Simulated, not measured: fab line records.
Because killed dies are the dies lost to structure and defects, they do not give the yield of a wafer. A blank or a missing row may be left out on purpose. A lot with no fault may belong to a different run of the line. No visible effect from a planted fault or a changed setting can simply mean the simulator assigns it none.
Matching of chambers	flow sky130	4 sister chambers for SKY_CONTACT_CMP_27 on cmp-02
The step polishes, stops on SiO2, t overpolish 15 s, target thk 0 nm. 8 wafers are shown with their chamber, then 8 later ones without.

== WAFERS WITH THEIR CHAMBER ==
wafer	chamber	motor-current-A (A)	overpolish-run-s (s)
L864.3	2	11.3	15.002
L864.6	1	12.1	14.997
L865.4	0	11.6	15.013
L865.6	3	10.1	15.003
L871.2	1	12.9	15.017
L871.3	3	10.4	14.999
L871.4	2	10.2	15.005
L877.1	0	12.7	15.003

== WAFERS MISSING THEIR CHAMBER ==
wafer	motor-current-A (A)	overpolish-run-s (s)
L877.3	12.5	14.996
L877.6	10.5	15.006
L878.2	9.8	15.008
L878.5	10.1	15.008
L878.6	11.7	15.003
L879.4	11.2	15.004
L879.5	12.1	15.007
L879.6	12.3	15.009

== CHAMBER TAKEN BY EACH ==
wafer	from the rows above	in truth
L877.3	can't be placed: 1 or 0 or 2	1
L877.6	can't be placed: 2 or 3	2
L878.2	can't be placed: 3 or 2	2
L878.5	can't be placed: 3 or 2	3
L878.6	can't be placed: 0 or 1 or 2 or 3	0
L879.4	can't be placed: 2 or 3 or 0 or 1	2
L879.5	can't be placed: 0 or 1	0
L879.6	can't be placed: 0 or 1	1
Correct placement for 0 of the 8. From these rows, 8 cannot be placed; in 8 the true chamber is one of the candidates. 0 placed wrongly.
How it was worked out, from the rows above alone: a wafer's distance from a chamber is the root of the sum, over the readings, of the square of ((its reading less the chamber's mean) divided by the reading's scatter). If the next closest chamber is less than 2 further off than the closest, the wafer can't be placed; otherwise it belongs to the closest. For every chamber, the mean is computed from those of its wafers that are shown. The scatter is the square root of a quotient: the sum, over the shown wafers, of each reading's squared deviation from its chamber's mean, divided by wafers minus chambers.
